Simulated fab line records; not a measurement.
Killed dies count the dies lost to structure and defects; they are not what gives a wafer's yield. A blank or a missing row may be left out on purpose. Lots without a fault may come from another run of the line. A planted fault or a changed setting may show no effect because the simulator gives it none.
fab line records	flow sky130
[record] lots = 6	wafers = 18	last-day = 50
route steps=708 shown METAL4@637 VIA4@639 PAD_OPEN@708
lots untouched by any fault: they come from a run of this same line in which no faults occurred
start-h: hours from the record's first day to the start of the lot's first wafer shown	wait-h: how many hours have passed since the lot's step before this one	" unchanged from the row above	L1.1+2: several wafers, shown together as one row	- no value, or no start given	* or withheld: withheld	< > ~ a bound
route shown NAME@n: a module of which the file shows steps, and the number in the route of the first	usual: mean/standard deviation taken from wafers without a fault	same: alike in all rows	chamber/n: place in a boat	sites: readings site by site	_std_site: standard deviation across them	_edge_site: inner sites' mean taken away from outer sites' mean	radius-mm: for every site, how far away it sits from the centre of the wafer	mask NAME#n: copy n	behind: the tool/chamber that last shaped the wafer	hold: why the lot was held/for how many hours/how that ended	device: transistor that didn't switch, given as n, p or np	end of line: tests of these same wafers at the route's end	for a step that has no rows: nothing shown but its recipe	killed: the dies lost at the first sort to structure and to defects; this is not the yield of the wafer	map: a wafer's dies, marking killed ones x, the rest . and places with no die _
set.NAME: the setting the step ran with; set.NAME@STEP: the setting that earlier step ran with	model.NAME: the simulator's own value behind a step, which no gauge read
lots at some steps of the route; a table a step, a row a wafer
services: from which hour (start-h, from the record's first day; less than 0 if before it) a tool's chamber was out of use, for how many hours, and why
[[steps]]
[step SKY_METAL4_CLEAN_21]
[recipe] chemistry = IPA	time-s = 180	temp-c = 25
[step SKY_METAL4_CLEAN_22]
[recipe] chemistry = O3/DIW	dry = n2-spin
[step SKY_VIA4_HDPCVD_00]
[recipe] material = SiO2	target-thk-nm = 1750	sigma-open-frac = 0.3	time-s = 291.7	temp-c = 400	sih4-flow-sccm = 60	pressure-mtorr = 6
[step SKY_VIA4_THK_MEAS_01]
[recipe] reads = SiO2_of_VIA4_HDPCVD_00
[usual] VIA4_HDPCVD_THK = 1741/21
lot.wafer	tool	chamber	start-h	wait-h	VIA4_HDPCVD_THK[nm]
L714.1	film-metro-03	-	977.33	0.1	1740
L714.2	"	-	"	"	1734
L714.3	"	-	"	"	1717
L715.2	film-metro-04	-	987.04	0.1	1744
L715.4	"	-	"	"	1722
L715.5	"	-	"	"	1764
L719.3	film-metro-04	-	1019.59	0.1	1768
L719.4	"	-	"	"	1739
L719.6	"	-	"	"	1737
L723.1	film-metro-01	-	1051.56	0.1	1727
L723.4	"	-	"	"	1713
L723.6	"	-	"	"	1760
L734.3	film-metro-04	-	1106.93	0.1	1737
L734.4	"	-	"	"	1727
L734.5	"	-	"	"	1757
L736.2	film-metro-01	-	1121.66	0.1	1735
L736.3	"	-	"	"	1709
L736.6	"	-	"	"	1714
[step SKY_VIA4_CMP_02]
[recipe] material = SiO2	down-force-psi = 4	platen-rpm = 60	pad-velocity-m-s = 0.94248
[usual] head-pressure-psi = 4.000/0.008	motor-current-A = 12.3/1.4	slurry-filter-dp-kPa = 13.52/0.14
lot.wafer	tool	chamber	start-h	wait-h	head-pressure-psi	motor-current-A	slurry-filter-dp-kPa
L714.1	cmp-02	0	977.39	0.1	3.991	11.6	13.52
L714.3	"	1	"	"	3.992	11.3	13.60
L714.2	"	2	"	"	3.998	13.5	13.46
L715.2	cmp-01	2	987.14	0.1	3.999	9.5	13.53
L715.4	"	0	"	"	3.994	12.1	13.55
L715.5	"	1	"	"	4.008	12.8	13.61
L719.4	cmp-02	0	1019.73	0.1	3.997	12.2	13.62
L719.3	"	1	"	"	3.999	11.7	13.63
L719.6	"	3	"	"	4.004	10.9	13.67
L723.4	cmp-02	3	1051.71	0.1	4.001	10.4	13.45
L723.1	"	1	"	"	4.000	12.4	13.44
L723.6	"	2	"	"	3.992	13.5	13.48
L734.3	cmp-01	1	1107.07	0.1	4.014	13.0	13.63
L734.4	"	2	"	"	4.005	9.6	13.66
L734.5	"	3	"	"	4.003	13.8	13.83
L736.3	cmp-02	2	1121.95	0.3	4.003	14.5	13.31
L736.2	"	3	"	"	4.003	10.6	13.36
L736.6	"	1	"	"	4.003	11.6	13.43
[step SKY_VIA4_BOW_MEAS_03]
[recipe] mode = bow
[usual] VIA4_BOW = 83/8.7
lot.wafer	tool	chamber	start-h	wait-h	VIA4_BOW[um]
L714.1	film-metro-01	-	977.69	0.2	76
L714.2	"	-	"	"	73
L714.3	"	-	"	"	76
L715.2	film-metro-04	-	987.41	0.2	81
L715.4	"	-	"	"	80
L715.5	"	-	"	"	82
L719.3	film-metro-01	-	1019.97	0.1	71
L719.4	"	-	"	"	66
L719.6	"	-	"	"	85
L723.1	film-metro-03	-	1051.96	0.1	89
L723.4	"	-	"	"	84
L723.6	"	-	"	"	83
L734.3	film-metro-01	-	1107.31	0.2	79
L734.4	"	-	"	"	96
L734.5	"	-	"	"	91
L736.2	film-metro-01	-	1122.22	0.2	70
L736.3	"	-	"	"	67
L736.6	"	-	"	"	67
[step SKY_VIA4_DEHYDRATE_04]
[recipe] temp-c = 200	time-s = 60
[step SKY_VIA4_HMDS_05]
[recipe] prime-time-s = 60	prime-temp-c = 120
[step SKY_VIA4_COAT_06]
[recipe] resist = NOVOLAK	spin-rpm = 3000	resist-thk-nm = 1140
[step SKY_VIA4_SOFTBAKE_07]
[recipe] temp-c = 90	time-s = 60	resist = NOVOLAK
[step SKY_VIA4_EXPOSE_08]
[recipe] mask-id = VIM4	na = 0.6	source-shape = conventional	sigma-outer = 0.6	polarization = unpolarized	target-cd-nm = 800	dose-mj = 132
[step SKY_VIA4_PEB_09]
[recipe] temp-c = withheld	time-s = *	resist = NOVOLAK
[step SKY_VIA4_DEVELOP_10]
[recipe] resist = NOVOLAK	developer = TMAH	develop-time-s = 60	dev-temp-c = 23
lot.wafer	tool	chamber	start-h	wait-h
L714.1+2+3	litho-track-04	0	1000.51	0.1
L715.2+4+5	litho-track-04	0	1009.99	0.1
L719.3+4+6	litho-track-01	0	1042.24	0.1
L723.1+4+6	litho-track-04	0	1073.41	0.1
L734.3+4+5	litho-track-01	0	1126.80	0.1
L736.2+3+6	litho-track-01	0	1140.77	0.1
[step SKY_VIA4_OVL_MEAS_11]
[usual] VIA4_OVL = 0.1/1.3
lot.wafer	tool	chamber	start-h	wait-h	VIA4_OVL[nm]
L714.1	overlay-02	-	1000.66	0.1	0.4
L714.2	"	-	"	"	2.0
L714.3	"	-	"	"	1.5
L715.2	overlay-01	-	1010.12	0.1	-1.4
L715.4	"	-	"	"	-1.8
L715.5	"	-	"	"	-1.7
L719.3	overlay-01	-	1042.36	0.1	-3.1
L719.4	"	-	"	"	-1.2
L719.6	"	-	"	"	-2.9
L723.1	overlay-01	-	1073.56	0.1	-0.8
L723.4	"	-	"	"	-0.3
L723.6	"	-	"	"	-0.7
L734.3	overlay-02	-	1126.91	0.1	-1.7
L734.4	"	-	"	"	-3.4
L734.5	"	-	"	"	-2.8
L736.2	overlay-02	-	1140.90	0.1	-0.7
L736.3	"	-	"	"	0.2
L736.6	"	-	"	"	-0.8
[step SKY_VIA4_ETCH_12]
[recipe] target = SiO2	chemistry = C4F8/O2/Ar	stop-on = TiN	mask-material = NOVOLAK	source-w = 1500	bias-w = 1200	pressure-mtorr = 40	c4f8-flow-sccm = withheld	O2_flow_sccm = 6	Ar_flow_sccm = 300	time-s = withheld	target-depth-a = 5800
[usual] oes-product-au = 0.926/0.0044
lot.wafer	tool	chamber	start-h	wait-h	oes-product-au	model.VIA4.cd-nm
L714.1	rie-diel-02	1	1000.70	0.0	0.933	795.8
L714.2	"	2	"	"	0.925	796.3
L714.3	"	3	"	"	0.926	794.9
L715.2	rie-diel-03	1	1010.15	0.0	0.923	795.1
L715.4	"	2	"	"	0.928	795.8
L715.5	"	2	"	"	0.925	796.3
L719.3	rie-diel-04	0	1042.38	0.0	0.927	798.6
L719.4	"	3	"	"	0.923	798.8
L719.6	"	0	"	"	0.926	798.1
L723.1	rie-diel-02	3	1073.60	0.0	0.933	799.1
L723.4	"	2	"	"	0.918	798.1
L723.6	"	2	"	"	0.920	797
L734.3	rie-diel-02	2	1126.93	0.0	0.924	803
L734.4	"	1	"	"	0.932	773.5
L734.5	"	1	"	"	0.924	802.9
L736.2	rie-diel-04	0	1140.93	0.0	0.927	801
L736.3	"	2	"	"	0.925	798.4
L736.6	"	2	"	"	0.930	772.2
[step SKY_VIA4_STRIP_13]
[recipe] chemistry = O2/N2	power-w = 1400	pressure-mtorr = 1500	platen-temp-c = withheld	o2-flow-sccm = 3000	n2-flow-sccm = 300	overash-fraction = 0.5
[usual] drypump-motor-current-A = 6.2/0.31	oes-product-au = 0.709/0.0051	strip-time-to-endpoint-s = 12.795/0.029
[same] overash-fraction = 0.5
lot.wafer	tool	chamber	start-h	wait-h	drypump-motor-current-A	oes-product-au	rf-hours-counter-h	strip-time-to-endpoint-s
L714.1	plasma-asher-04	0	1000.77	-	6.4	0.704	89	12.766
L714.2	"	1	"	"	6.2	0.712	89	12.781
L714.3	"	0	"	"	6.4	0.710	-	12.768
L715.2	plasma-asher-01	0	1010.22	-	5.9	0.710	122	12.748
L715.4	"	1	"	"	6.4	0.709	-	12.803
L715.5	"	0	"	"	5.9	0.713	-	12.760
L719.3	plasma-asher-02	1	1042.49	-	6.5	0.703	-	12.765
L719.4	"	0	"	"	5.8	0.711	-	12.731
L719.6	"	1	"	"	6.5	0.706	-	12.779
L723.1	plasma-asher-02	1	1073.67	-	6.5	0.716	31	12.763
L723.4	"	0	"	"	5.8	0.715	-	12.805
L723.6	"	1	"	"	6.5	0.717	-	12.762
L734.3	plasma-asher-01	0	1127.04	-	5.8	0.709	-	12.782
L734.4	"	1	"	"	6.4	0.711	-	12.806
L734.5	"	1	"	"	6.3	0.714	-	12.818
L736.2	plasma-asher-01	0	1141.00	-	5.9	0.709	7	12.796
L736.3	"	1	"	"	6.4	0.709	-	12.747
L736.6	"	1	"	"	6.4	0.704	-	12.762
[step SKY_PAD_OPEN_PROBE_99]
[usual] defect-limited-yield = 82.7/1.8	killed_at_M0_to_M3 = 44/6.8	killed_at_M4_up = 3.2/1.7	killed-at-contacts = 24/4.9	killed-at-front-end = 14/4.1	killed-at-other = 0.2/0.51	killed-dies = 85/8.7	killed-open = 46/6.8	killed-short = 39/6.1	sort_bin_3_pad_short = 0.9/0.43	sort_bin_5_function = 10.1/1.4	sort_bin_6_memory = 6.3/1.1	sort-n-pass = 407/8.7	sort-yield-pct = 82.7/1.8
[same] gross-dies = 492	killed-at-back-side = 0	sort_bin_4_leakage[%] = 0	sort_bin_8_speed[%] = 0
lot.wafer	tool	chamber	start-h	wait-h	defect-limited-yield[%]	killed_at_M0_to_M3	killed_at_M4_up	killed-at-contacts	killed-at-front-end	killed-at-other	killed-dies	killed-open	killed-short	sort_bin_3_pad_short[%]	sort_bin_5_function[%]	sort_bin_6_memory[%]	sort-n-pass	sort-yield-pct[%]	model.etest.via4-chain.rc-ohm
L714.1	prober-01	-	1076.27	0.1	81.3	46	1	30	15	0	92	47	45	1.0	11.4	6.3	400	81.3	0.833
L714.2	prober-01	-	1076.32	0.1	85.2	41	4	19	9	0	73	40	33	1.2	8.3	5.3	419	85.2	0.8057
L714.3	prober-01	-	1076.37	0.2	83.9	42	4	22	11	0	79	44	35	1.6	6.7	7.7	413	83.9	0.7933
L715.2	prober-02	-	1081.88	0.1	81.9	49	5	23	10	2	89	44	45	1.0	10.4	6.7	403	81.9	0.805
L715.4	prober-02	-	1081.98	0.2	82.1	34	3	29	21	1	88	52	36	0.4	10.6	6.9	404	82.1	0.8274
L715.5	prober-02	-	1082.03	0.2	83.3	36	5	28	13	0	82	51	31	1.2	7.9	7.5	410	83.3	0.8217
L719.3	prober-02	-	1109.47	0.2	85.4	34	2	22	14	0	72	35	37	0.8	8.9	4.9	420	85.4	0.8102
L719.4	prober-02	-	1109.52	0.2	82.1	44	3	29	12	0	88	49	39	0.6	11.2	6.1	404	82.1	0.798
L719.6	prober-02	-	1109.62	0.2	82.5	41	1	26	18	0	86	46	40	0.6	9.6	7.3	406	82.5	0.7919
L723.1	prober-02	-	1137.71	0.1	83.7	40	0	25	15	0	80	41	39	1.0	10.6	4.7	412	83.7	0.808
L723.4	prober-02	-	1137.86	0.2	83.1	41	3	24	15	0	83	38	45	1.0	10.2	5.7	409	83.1	0.8112
L723.6	prober-02	-	1137.96	0.2	81.5	44	5	24	18	0	91	44	47	0.8	10.6	7.1	401	81.5	0.8259
L734.3	prober-01	-	1185.46	0.2	85.8	41	2	19	8	0	70	43	27	0.6	7.7	5.9	422	85.8	0.8078
L734.4	prober-01	-	1185.51	0.2	80.5	49	5	31	11	0	96	53	43	2.2	11.8	5.5	396	80.5	0.8314
L734.5	prober-01	-	1185.56	0.2	81.9	49	1	28	11	0	89	48	41	1.4	9.8	6.9	403	81.9	0.7716
L736.2	prober-01	-	1196.51	0.1	83.1	40	3	27	13	0	83	46	37	0.6	8.9	7.3	409	83.1	0.8252
L736.3	prober-01	-	1196.56	0.2	81.1	53	4	20	15	1	93	47	46	0.6	9.3	8.9	399	81.1	0.7916
L736.6	prober-01	-	1196.71	0.2	84.1	34	3	25	16	0	78	48	30	0.8	9.6	5.5	414	84.1	0.8486
// killed by level:class
L714.1 CONTACT:geometric-particle:open=14 CONTACT:geometric-particle:short=8 VIA2:geometric-particle:open=7 METAL1:geometric-particle:short=6 VIA1:geometric-particle:open=6 VIA3:geometric-particle:open=6 METAL2:geometric-particle:short=5 FIELD_ISO:geometric-particle:short=4
L714.2 VIA1:geometric-particle:open=10 CONTACT:geometric-particle:open=8 CONTACT:geometric-particle:short=7 METAL2:geometric-particle:short=6 FIELD_ISO:geometric-particle:open=5 VIA2:geometric-particle:open=5 METAL1:geometric-particle:short=4 VIA1:geometric-particle:short=4
L714.3 VIA1:geometric-particle:open=13 CONTACT:geometric-particle:open=8 LI_CONTACT:geometric-particle:open=6 METAL1:geometric-particle:short=6 CONTACT:geometric-particle:short=5 VIA2:geometric-particle:open=5 METAL2:geometric-particle:short=4 VIA3:geometric-particle:open=4
L715.2 VIA1:geometric-particle:open=9 VIA3:geometric-particle:open=8 LI_CONTACT:geometric-particle:open=7 VIA1:geometric-particle:short=7 VIA2:geometric-particle:short=7 CONTACT:geometric-particle:open=6 VIA2:geometric-particle:open=6 METAL4:geometric-particle:short=5
L715.4 CONTACT:geometric-particle:open=10 LI_CONTACT:geometric-particle:open=9 POLY_GATE:geometric-particle:short=6 VIA1:geometric-particle:open=6 VIA2:geometric-particle:open=6 POLY_GATE:geometric-particle:open=5 METAL3:geometric-particle:short=5 METAL2:geometric-particle:short=5
L715.5 CONTACT:geometric-particle:open=12 VIA1:geometric-particle:open=8 VIA2:geometric-particle:open=7 LI_CONTACT:geometric-particle:open=7 VIA3:geometric-particle:open=7 CONTACT:geometric-particle:short=7 VIA1:geometric-particle:short=7 POLY_GATE:geometric-particle:short=4
L719.3 CONTACT:geometric-particle:open=11 METAL1:geometric-particle:short=6 VIA1:geometric-particle:open=5 LOCAL_INTERCONNECT:geometric-particle:short=5 METAL3:geometric-particle:short=5 FIELD_ISO:geometric-particle:short=4 CONTACT:geometric-particle:short=4 VIA2:geometric-particle:open=4
L719.4 VIA3:geometric-particle:open=12 CONTACT:geometric-particle:open=11 VIA1:geometric-particle:open=8 VIA1:geometric-particle:short=8 CONTACT:geometric-particle:short=7 LI_CONTACT:geometric-particle:open=5 METAL1:geometric-particle:short=5 VIA3:geometric-particle:short=4
L719.6 CONTACT:geometric-particle:open=14 VIA3:geometric-particle:open=8 VIA1:geometric-particle:open=6 VIA2:geometric-particle:open=6 POLY_GATE:geometric-particle:short=5 METAL1:geometric-particle:short=5 METAL2:geometric-particle:short=5 FIELD_ISO:geometric-particle:short=4
L723.1 LI_CONTACT:geometric-particle:open=11 VIA2:geometric-particle:open=9 FIELD_ISO:geometric-particle:short=6 CONTACT:geometric-particle:short=6 METAL1:geometric-particle:short=6 VIA1:geometric-particle:open=6 VIA3:geometric-particle:short=5 SPACER:geometric-particle:open=4
L723.4 VIA1:geometric-particle:open=7 CONTACT:geometric-particle:open=7 METAL2:geometric-particle:short=7 FIELD_ISO:geometric-particle:short=6 LI_CONTACT:geometric-particle:open=6 LOCAL_INTERCONNECT:geometric-particle:short=6 FIELD_ISO:geometric-particle:open=5 METAL3:geometric-particle:short=5
L723.6 VIA1:geometric-particle:open=13 CONTACT:geometric-particle:open=7 METAL1:geometric-particle:short=7 POLY_GATE:geometric-particle:open=5 LI_CONTACT:geometric-particle:open=5 METAL2:geometric-particle:short=5 METAL4:geometric-particle:short=5 LI_CONTACT:geometric-particle:short=4
L734.3 LI_CONTACT:geometric-particle:open=11 VIA2:geometric-particle:open=10 VIA1:geometric-particle:open=7 CONTACT:geometric-particle:open=5 METAL1:geometric-particle:short=5 VIA1:geometric-particle:short=5 METAL3:geometric-particle:short=4 VIA3:geometric-particle:open=3
L734.4 LI_CONTACT:geometric-particle:open=13 CONTACT:geometric-particle:open=9 VIA1:geometric-particle:open=8 METAL1:geometric-particle:short=8 VIA3:geometric-particle:open=8 VIA1:geometric-particle:short=6 FIELD_ISO:geometric-particle:short=5 METAL3:geometric-particle:short=5
L734.5 CONTACT:geometric-particle:open=15 VIA1:geometric-particle:open=10 METAL1:geometric-particle:short=8 LI_CONTACT:geometric-particle:open=5 VIA2:geometric-particle:open=5 VIA1:geometric-particle:short=5 VIA3:geometric-particle:short=5 VIA3:geometric-particle:open=5
L736.2 VIA1:geometric-particle:open=11 METAL1:geometric-particle:short=8 LI_CONTACT:geometric-particle:open=8 CONTACT:geometric-particle:open=8 LI_CONTACT:geometric-particle:short=5 LOCAL_INTERCONNECT:geometric-particle:short=5 VIA2:geometric-particle:open=4 FIELD_ISO:geometric-particle:short=3
L736.3 VIA1:geometric-particle:open=13 METAL2:geometric-particle:short=12 CONTACT:geometric-particle:open=11 METAL1:geometric-particle:short=6 FIELD_ISO:geometric-particle:open=4 POLY_GATE:geometric-particle:open=4 LI_CONTACT:geometric-particle:open=4 VIA1:geometric-particle:short=4
L736.6 VIA1:geometric-particle:open=14 CONTACT:geometric-particle:open=11 LI_CONTACT:geometric-particle:open=8 POLY_GATE:geometric-particle:open=5 POLY_GATE:geometric-particle:short=4 CONTACT:geometric-particle:short=4 FIELD_ISO:geometric-particle:short=3 METAL2:geometric-particle:short=3
[[services]]
tool	chamber	start-h	hours	kind
rie-diel-02	0	964.82	3.1	repair
plasma-asher-01	-	965.19	2.8	pm
cmp-02	-	997.67	7.2	pm
cmp-01	-	998.91	5.8	repair
plasma-asher-04	-	1004.79	14.6	pm
cmp-02	-	1005.79	11.9	pm
cmp-02	-	1027.32	2.0	repair
rie-diel-04	1	1037.12	3.1	repair
rie-diel-03	2	1037.86	5.8	repair
rie-diel-04	2	1040.27	4.1	repair
cmp-02	-	1046.39	3.2	repair
cmp-01	-	1048.24	5.1	repair
cmp-01	-	1049.59	0.8	repair
plasma-asher-01	-	1055.25	9.0	pm
rie-diel-02	-	1063.51	1.5	repair
cmp-02	-	1069.96	1.3	repair
cmp-01	-	1073.61	2.7	repair
cmp-02	-	1084.17	4.0	pm
cmp-02	-	1088.17	-	consumable-replace:conditioner
rie-diel-04	1	1093.35	5.1	repair
cmp-01	-	1119.59	3.8	repair
cmp-02	-	1123.48	4.2	pm
rie-diel-02	0	1137.43	5.6	repair
cmp-01	-	1140.51	4.5	repair
[[key]]
first-sign none at tools or gauges
[model-effect] step = SKY_VIA4_ETCH_12	value = VIA4.cd-nm	without = 801.2	struck = 772.8
[model-effect] step = SKY_PAD_OPEN_PROBE_99	value = etest.via4-chain.rc-ohm	without = 0.7937	struck = 0.84
met-at SKY_VIA4_DEVELOP_10
struck-wafers L734.4,L736.6
onset-between 1042.24 1126.80
[fault] kind = process-parameter-drift	tool = litho-track-01	chamber = -	onset-h = 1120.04	steps = SKY_VIA4_DEVELOP_10	channel = develop-time-s	offset = *	shape = step	end-h = 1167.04	scope = struck-wafers-only	acts-in = *	stated = *
